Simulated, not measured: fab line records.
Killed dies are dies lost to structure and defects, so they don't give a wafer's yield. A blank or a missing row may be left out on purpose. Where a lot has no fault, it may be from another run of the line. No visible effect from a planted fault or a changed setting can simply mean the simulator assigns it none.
Matching of chambers -- flow gf180mcu -- 3 sister chambers for GF_CONTACT_CVD_02 on pecvd-04
The step deposits SiO2 from TEOS, target thk 860 nm, time 95.992 s. 20 wafers are shown with their chamber, then 10 later ones without.

WAFERS WITH THEIR CHAMBER
wafer,chamber,heater-power-w (W)
L136.1,2,693
L136.2,0,592
L136.3,1,751
L138.2,0,646
L138.3,2,737
L138.5,2,759
L141.2,1,763
L141.4,1,803
L141.5,0,586
L142.1,2,651
L142.2,1,838
L142.6,2,705
L143.1,1,709
L143.4,0,650
L143.5,2,615
L146.2,1,750
L146.4,1,814
L146.5,0,729
L147.1,1,777
L147.2,0,726

SIGNATURES (averages over the wafers above)
reading,chamber 0,chamber 1,chamber 2,scatter within a chamber
heater-power-w,654.83,775.62,693.33,51.8
Rule: for a wafer and a chamber, the distance is found by dividing, reading by reading, the gap between the wafer's reading and the chamber's mean by the reading's scatter, squaring, summing and taking the root. The wafer belongs to the nearest chamber; if the next one is less than 2 further off, it can't be placed. The scatter: the root of (the sum of the squares of (reading less its chamber's mean) over the shown wafers, divided by (wafers less chambers)).

WAFERS WHOSE CHAMBER IS MISSING
wafer,heater-power-w (W)
L147.6,598
L149.1,781
L149.3,840
L149.5,650
L150.2,707
L150.4,711
L150.5,755
L151.1,718
L151.4,852
L151.5,780

THE CHAMBER EACH PASSED THROUGH
wafer,from the rows above,in truth
L147.6,can't be placed: 0 or 2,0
L149.1,can't be placed: 1 or 2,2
L149.3,can't be placed: 1 or 2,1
L149.5,can't be placed: 0 or 2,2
L150.2,can't be placed: 2 or 0 or 1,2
L150.4,can't be placed: 2 or 0 or 1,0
L150.5,can't be placed: 1 or 2 or 0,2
L151.1,can't be placed: 2 or 1 or 0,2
L151.4,can't be placed: 1 or 2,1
L151.5,can't be placed: 1 or 2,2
0 of 10 placed correctly. Not placeable from these rows: 10 (in 10, the candidates include the true chamber). Placed wrongly: 0.
